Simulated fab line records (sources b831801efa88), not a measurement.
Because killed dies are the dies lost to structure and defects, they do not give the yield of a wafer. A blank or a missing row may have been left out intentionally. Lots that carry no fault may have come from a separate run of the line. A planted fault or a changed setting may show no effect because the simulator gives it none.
8D (eight disciplines) problem report, filled in by code | flow gf180mcu | the parts of the form that need people (team, actions taken, sign-off) are left out

1. WHAT WENT WRONG
Wafers without a fault read 122.8 s, standard deviation 0.38; runLengthS at GF_V3_CVD_02 reads a mean of 119.0 s on 6 wafers belonging to 2 lots. Measured from the usual mean, that is -10 standard deviations.
The step: deposits SiO2 from TEOS, target thk 850 nm, time 94.851 s.
Seen first at day 26 13:32 on pecvd-01, wafer L611.1. Wafers with a number at this step in the record: 39, from 13 lots. By rule, "out" or "out of limits" means more than 4 standard deviations away from the usual mean. The other wafers with a number count as sound.

2. WHAT IT IS, WHAT IT ISN'T
question                    | is                     | is not
which readings at this step | runLengthS             | heaterPowerW
which lots                  | L611, L614             | L597, L598, L599, L602, L603, L604, L605, L606, L612, L615, L619
which wafers of those lots  | all that have a number | -
read on which tools         | pecvd-01               | pecvd-02, pecvd-04
when                        | from day 26 13:32      | up to then (24 sound wafers); but 9 sound wafers of L612, L615, L619 came after

3. THE SUSPECTS, EACH WITH WHAT RULES IT OUT
Counting: a tool at any process step up to the reading remains a suspect when it ran all the lots that are out and ran no sound lot after the first of those.
- pecvd-01 at GF_V3_CVD_02 (deposits SiO2 from TEOS, target thk 850 nm, time 94.851 s): kept. It processed each lot that is out, first L611 at day 26 13:32, and no sound lot thereafter; up to then, the last sound lot it processed was L604 at day 23 19:10. Its own runLengthS readings are out on those wafers.
Remaining after the count: pecvd-01 at GF_V3_CVD_02.

4. THE CAUSE (what the simulator had put in)
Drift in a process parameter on pecvd-01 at GF_V3_CVD_02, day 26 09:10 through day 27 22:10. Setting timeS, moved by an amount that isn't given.
Only this tool survived the counting.

5. SEQUENCE OF EFFECTS, ordered by route
Each row: a reading whose mean over the struck wafers that have a number lies more than 3 standard deviations from the usual. Only readings whose record carries a usual standard deviation are examined. hours: median over the lots of the time between each lot's start at the first step of this table that gives one and its start at this step. sigmas: the change, counted in usual standard deviations.
hours | step         | reading    | usual   | on struck wafers | change | sigmas
0     | GF_V3_CVD_02 | runLengthS | 122.8 s | 119.0            | -3.8   | -10
The process steps in it:
- GF_V3_CVD_02: deposits SiO2 from TEOS, target thk 850 nm, time 94.851 s.
Later steps that measure or inspect, where all struck wafers having a row at the step show a number for every such reading and not one has moved that far: GF_V3_THK_MEAS_03.

6. HOW IT WOULD HAVE BEEN CAUGHT EARLIER
The fault began at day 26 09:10; the first out-of-limits reading in this record came at day 26 13:32, 4 hours later.
